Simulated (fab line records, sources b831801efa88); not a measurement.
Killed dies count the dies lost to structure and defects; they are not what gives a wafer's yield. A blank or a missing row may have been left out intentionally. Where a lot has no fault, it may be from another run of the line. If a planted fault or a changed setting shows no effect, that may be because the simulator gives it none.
Problem report, 8D (eight disciplines) form, completed by code ; flow gf180mcu ; the parts of the form that need people (team, actions taken, sign-off) are left out

== 1. THE ISSUE ==
At GF_MIM_METAL_ETCH_19, bias w averages 155.7 W over 6 wafers from 2 lots, while fault-free wafers read 140.0 W, standard deviation 0.46. Relative to the usual mean, that is a shift of +34 standard deviations.
The step: etches the open film in Cl2/BCl3, stops on Si3N4, target depth 324.5 nm, time 54.1 s.
Earliest sighting: wafer L422.1 on rie metal-01 at day 28 16:47. At this step, 39 wafers from 13 lots have a number in the record. Rule for "out" (also "out of limits"): further than 4 standard deviations from the usual mean. The other wafers with a number count as sound.

== 2. WHAT THIS IS AND IS NOT ==
question;is;is not
which readings at this step;bias w;drypump motor current A, he backside leak sccm, throttle valve pct
which lots;L422, L424;L412, L414, L415, L416, L417, L419, L430, L432, L433, L434, L435
which wafers of those lots;all that have a number;-
read on which tools;rie metal-01;rie metal-03, rie metal-04
when;from day 28 16:47;"up to then (18 sound wafers); but 15 sound wafers of L430, L432, L433, L434, L435 came after"

== 3. SUSPECTS, AND WHAT RULES EACH OUT ==
Counting: a tool at a process step up to the reading stays a suspect if it ran every lot that is out and no sound lot after the first of them.
- rie metal-01 at GF_MIM_METAL_ETCH_19 (etches the open film in Cl2/BCl3, stops on Si3N4, target depth 324.5 nm, time 54.1 s): ruled out as a lasting fault. After its first lot that is out, L422 (day 28 16:47), sound lots L433, L434 ran on it.
Left after counting: nothing in the record.

== 4. THE CAUSE (what the simulator had put in) ==
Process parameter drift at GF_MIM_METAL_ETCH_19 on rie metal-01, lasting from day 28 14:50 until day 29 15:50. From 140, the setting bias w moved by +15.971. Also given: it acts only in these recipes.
Counting ruled it out, wrongly.

== 5. THE EFFECT CHAIN, in route order ==
One row per reading whose mean, taken over the struck wafers that have a number, lies over 3 standard deviations from the usual. Only readings whose record carries a usual standard deviation are examined. hours: median over the lots of the time between each lot's start at the first step of this table that gives one and its start at this step. sigmas: the change, counted in usual standard deviations.
hours;step;reading;usual;on struck wafers;change;sigmas
0;GF_MIM_METAL_ETCH_19;bias w;140.0 W;155.7;+15.7;+34
Its process steps:
- GF_MIM_METAL_ETCH_19: etches the open film in Cl2/BCl3, stops on Si3N4, target depth 324.5 nm, time 54.1 s.
Later measuring or inspecting steps at which every struck wafer that the step has a row for has a number for every such reading, and none has moved that far: GF_M5_OVL_MEAS_08.

== 6. HOW IT WOULD HAVE BEEN CAUGHT EARLIER ==
The fault began at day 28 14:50; the first out-of-limits reading in this record came at day 28 16:47, 2 hours later.
